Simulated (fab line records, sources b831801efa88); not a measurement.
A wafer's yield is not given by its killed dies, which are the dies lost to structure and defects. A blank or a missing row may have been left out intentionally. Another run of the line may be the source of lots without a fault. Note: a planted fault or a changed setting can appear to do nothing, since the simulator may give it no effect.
One fault through the eyes of 2 desks    flow sky130    only its own numbers are on each desk; what lay behind them is given at the end

## THE METROLOGY DESK
Means of the sampled wafers that have a number, per lot and without regard to the tool the lot ran on: this is what the gauges read. If a lot's mean is further than 4 standard deviations from the usual mean, the lot is out of limits and carries the mark OUT (the distance appears in the brackets).
Columns: A = cd-nm at SKY_FIELD_ISO_CD_MEAS_13, usual 149.9 nm; B = cd-nm at SKY_VT_ADJUST_HVTP_CD_MEAS_07, usual 378.9 nm; C = VT_ADJUST_LVTN_OVL at SKY_VT_ADJUST_LVTN_OVL_MEAS_07, usual 0.1 nm
lot   first seen here  A               B      C
L397  day 2 11:01      151.8           380.3  0.2
L399  day 2 21:10      151.1           378.8  -0.4
L407  day 4 14:06      52.2 (-57) OUT  -      -
L410  day 5 05:03      149.3           377.9  2.6
L413  day 5 21:45      149.6           378.4  -0.8
L415  day 6 07:07      149.5           378.7  -0.5
L416  day 6 12:16      147.4           379.5  0.6
This desk's finding: out of limits on L407; first on L407, day 4 14:06 (cd-nm at SKY_FIELD_ISO_CD_MEAS_13). L397, L399, L410, L413, L415, L416 stayed within limits.

## TOOL OWNER'S DESK, krf-scanner-01
The tool's own readings at SKY_FIELD_ISO_EXPOSE_10 (exposes mask FOM, target cd 150 nm): means of the sampled wafers that have a number, for each lot that ran on this tool. If a lot's mean is further than 4 standard deviations from the usual mean, the lot is out of limits and carries the mark OUT (the distance appears in the brackets).
Columns: A = exposure-dose-mJ-cm2 at SKY_FIELD_ISO_EXPOSE_10, usual 28.001; B = focus-offset-nm at SKY_FIELD_ISO_EXPOSE_10, usual 0.0 nm
lot   first seen here  A                 B
L399  day 2 13:29      27.980            0.4
L407  day 4 05:41      25.717 (-85) OUT  0.1
This desk's finding: out of limits on L407; first on L407, day 4 05:41 (exposure-dose-mJ-cm2 at SKY_FIELD_ISO_EXPOSE_10). L399 stayed within limits.

## BROUGHT TOGETHER
The tool owner's desk had the chance to raise an alarm at day 4 05:41 on L407.
On L407, the metrology desk was in a position to raise an alarm at day 4 14:06.
Of the lots named, all ran SKY_FIELD_ISO_EXPOSE_10 on krf-scanner-01.

## WHAT HAD BEEN PUT IN BY THE SIMULATOR
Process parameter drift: krf-scanner-01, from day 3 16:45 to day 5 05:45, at SKY_FIELD_ISO_EXPOSE_10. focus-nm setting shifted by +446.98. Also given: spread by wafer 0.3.
Shown lots that were struck: L407.
Counting hours from when the fault started, the first reading out of limits came at 13 for the tool owner's desk and at 21 for the metrology desk.
